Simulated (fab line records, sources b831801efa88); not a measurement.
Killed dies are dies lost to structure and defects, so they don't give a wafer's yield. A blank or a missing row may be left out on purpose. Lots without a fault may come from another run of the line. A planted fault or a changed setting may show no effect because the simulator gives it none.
Which tool did it? | flow gf180mcu | 6 lots, 18 wafers sampled, at 4 steps of a route of 602

WHAT THE GAUGES READ, wafer by wafer
GF_TOP_METAL_RS_MEAS_05: measures by four-point-probe.
lot  | measured     | on            | TOP_METAL_ALCU_RS (ohm/sq)
L677 | day 27 18:52 | film_metro-02 | 0.0321 0.0323 0.0322
L680 | day 28 20:53 | film_metro-01 | 0.0325 0.0329 0.0324
L682 | day 29 07:46 | film_metro-01 | 0.0327 0.0326 0.0327
L687 | day 30 20:16 | film_metro-03 | 0.0333 0.0331 0.0332
L694 | day 33 04:56 | film_metro-03 | 0.0324 0.0322 0.0321
L698 | day 33 21:28 | film_metro-02 | 0.0326 0.0327 0.0326

WHICH TOOL RAN EACH LOT (tool, then ch and the chambers of the sampled wafers, then the start)
lot  | GF_LVPWELL_STRIP_10                 | GF_MIM_SPUTTER_04            | GF_V5_ETCH_16
L677 | plasma_asher-01 ch 0,1, day 4 04:27 | pvd_sputter-03, day 24 23:19 | rie_diel-04 ch 1,2,3, day 27 17:16
L680 | plasma_asher-01 ch 0,1, day 4 20:43 | pvd_sputter-03, day 26 03:54 | rie_diel-02 ch 0,1, day 28 19:13
L682 | plasma_asher-04 ch 0,1, day 5 07:23 | pvd_sputter-01, day 26 15:31 | rie_diel-02 ch 0,1,3, day 29 06:07
L687 | plasma_asher-04 ch 1, day 6 11:14   | pvd_sputter-04, day 28 07:58 | rie_diel-03 ch 0,2, day 30 18:40
L694 | plasma_asher-01 ch 0,1, day 8 14:44 | pvd_sputter-01, day 30 22:52 | rie_diel-02 ch 0,1,2, day 33 03:16
L698 | plasma_asher-01 ch 0,1, day 9 07:15 | pvd_sputter-01, day 31 16:58 | rie_diel-02 ch 0,1,2, day 33 19:49
- GF_LVPWELL_STRIP_10: strips in O2/N2.
- GF_MIM_SPUTTER_04: material TiN, target thk 50 nm, time 41.7 s.
- GF_V5_ETCH_16: etches BARC in N2/H2.

THE ANSWER, worked out from the rows above alone
Rule: what is usual is taken from the lots themselves. Put in order of their means at a reading, lots are off if they are a third of the lots or fewer, leave a main group of 4 or more, and stand apart from it by a gap of 3 or more times the standard deviation of the main group's means; of several such gaps the widest counts. A main group whose means are all the same, to the digits that the tables above print for the reading, isn't used. A lot without any number at a reading at which 4 lots or more have one is off too. The other lots that the step has rows for count as sound.
No lot is off at any reading shown: from this, nothing can be told.

WHAT THE SIMULATOR HAD PUT IN
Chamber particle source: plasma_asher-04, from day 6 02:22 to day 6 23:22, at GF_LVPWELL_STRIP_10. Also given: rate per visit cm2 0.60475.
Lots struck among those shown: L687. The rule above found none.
